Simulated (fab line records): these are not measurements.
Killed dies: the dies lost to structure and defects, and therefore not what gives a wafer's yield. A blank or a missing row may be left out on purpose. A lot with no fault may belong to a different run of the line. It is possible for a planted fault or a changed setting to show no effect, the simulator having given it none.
Struck lot and sound lot, side by side :: flow gf180mcu :: 21 steps out of a route of 602
Sound: these wafers, L140.2, L140.4, L140.6. Wafers struck: L154.1, L154.2, L154.4. At the end, the cause is stated.
At each step with rows: each side's tool, then ch and its chambers, then its first start. Under that, the readings that differ: sound wafers :: struck wafers :: difference of the means :: sigmas: that difference in standard deviations of wafers without a fault.
alike: readings with means less than 2 such deviations apart, plus words and numbers identical on both sides. not compared: withheld readings, readings lacking a value on some wafer, bounds such as >300 that could conceal the same value, and numbers that have no deviation in the record and whose values overlap.
Wherever a step has rows on one side only, a row that says differs or no value, or a row with sigmas, the two part there. Numbers that have no deviation but don't overlap get no sigmas and don't part them. A reading that every wafer of one side lacks parts them only if that side has two wafers or more.

first, 3 steps without rows for these wafers: GF_M3_STRIP_18 (strips in post etch residue remover, time 1200 s); GF_M3_CLEAN_19 (cleans in DIW); GF_V3_CVD_00 (deposits SiO2, target thk 600 nm, time 100 s).
GF_V3_THK_MEAS_01:
  struck on filmMetro-02, day 27 06:30; sound on filmMetro-02, day 22 12:24
  alike: V3_CVD_00_THK
GF_V3_CVD_02: deposits SiO2 from TEOS, target thk 850 nm, time 94.851 s.
  sound on pecvd-01 ch 0,1,2, day 22 12:27; struck on pecvd-01 ch 0,1,2, day 27 06:34
  alike: heaterPowerW
GF_V3_THK_MEAS_03:
  struck on filmMetro-02, day 27 06:38; sound on filmMetro-04, day 22 12:32
  alike: V3_CVD_02_THK
GF_V3_CMP_04: polishes SiO2.
  sound on cmp-01 ch 0,2,3, day 22 12:38; struck on cmp-01 ch 0,1,3, day 27 06:41
  alike: motorCurrentA, timeToEndpointS
GF_V3_BOW_MEAS_05:
  struck on filmMetro-01, day 27 06:59; sound on filmMetro-01, day 22 12:54
  alike: V3_BOW
then, 4 steps without rows for these wafers: GF_V3_DEHYDRATE_06 (time 60 s); GF_V3_HMDS_07 (prime time 60 s); GF_V3_COAT_08; GF_V3_COAT_09 (resist thk 1000 nm).
GF_V3_SOFTBAKE_10: time 60 s.
  sound on lithoTrack-01 ch 0, day 22 23:00; struck on lithoTrack-02 ch 0, day 27 16:00
reading: heaterPowerTotalW (W)
sound: 92.95 92.94 93.04
struck: 108.69 108.60 108.59
difference: +15.65
sigmas: +99 or more

reading: plateTempC (C)
sound: 129.86 130.08 130.00
struck: 146.64 146.50 146.73
difference: +16.64
sigmas: +99 or more

reading: model.KrF_of_V3_COAT_09.thkNm (nm)
sound: 996.9 996 996.9
struck: 976.4 977.1 974.1
difference: -20.7
sigmas: 
  alike: resistLineTempC
then, 2 steps without rows for these wafers: GF_V3_EXPOSE_11 (exposes mask Via3, target cd 260 nm); GF_V3_PEB_12 (peb time 90 s).
GF_V3_DEVELOP_13: develop time 60 s.
  sound on lithoTrack-01 ch 0, day 23 11:47; struck on lithoTrack-03 ch 0, day 28 01:49
reading: model.KrF_of_V3_COAT_09.thkNm (nm)
sound: 982 981 981.9
struck: 961.8 962.4 959.4
difference: -20.4
sigmas: 
  alike: resistLineTempC
GF_V3_CD_MEAS_14 targets a cd of 260 nm.
  struck on cdSem-01, day 28 01:58; sound on cdSem-01, day 23 11:55
reading: cdNm (nm)
sound: 258.5 259.0 257.7
struck: 325.0 325.2 325.1
difference: +66.7
sigmas: +56
GF_V3_OVL_MEAS_15:
  struck on overlay-02, day 28 02:05; sound on overlay-02, day 23 12:02
  alike: V3_OVL
GF_V3_ETCH_16: etches BARC in N2/H2.
  sound on rieDiel-02 ch 0,1, day 23 12:04; struck on rieDiel-02 ch 1,3, day 28 02:07
reading: model.V3.cdNm (nm)
sound: 258.2 258.9 257.4
struck: 324.7 325.5 325.1
difference: +66.9
sigmas: 
  alike: drypumpMotorCurrentA, h2FlowSccm, oesProductAu, throttleValvePct
GF_V3_ETCH_17: etches SiO2 in C4F8/O2/Ar, stops on TiN, target depth 635 nm.
  sound on rieDiel-02 ch 0,1; struck on rieDiel-02 ch 1,3
reading: model.V3.cdNm (nm)
sound: 258 259.1 257.4
struck: 324.5 325.4 324.6
difference: +66.7
sigmas: 
  alike: oesProductAu
GF_V3_STRIP_18: strips in O2/N2.
  sound on plasmaAsher-04 ch 0,1, day 23 12:11; struck on plasmaAsher-02 ch 0,1, day 28 02:15
  alike: drypumpMotorCurrentA, heaterPowerW, oesProductAu
  not compared: rfHoursCounterH

WHERE THEY PART
First at GF_V3_SOFTBAKE_10; last, within this record, at GF_V3_CD_MEAS_14. Later steps at which nothing parts them and some readings are alike: GF_V3_OVL_MEAS_15, GF_V3_ETCH_16, GF_V3_ETCH_17, GF_V3_STRIP_18.

WHY: whatever the simulator had introduced
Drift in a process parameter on lithoTrack-02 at GF_V3_SOFTBAKE_10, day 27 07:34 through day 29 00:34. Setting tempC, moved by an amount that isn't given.
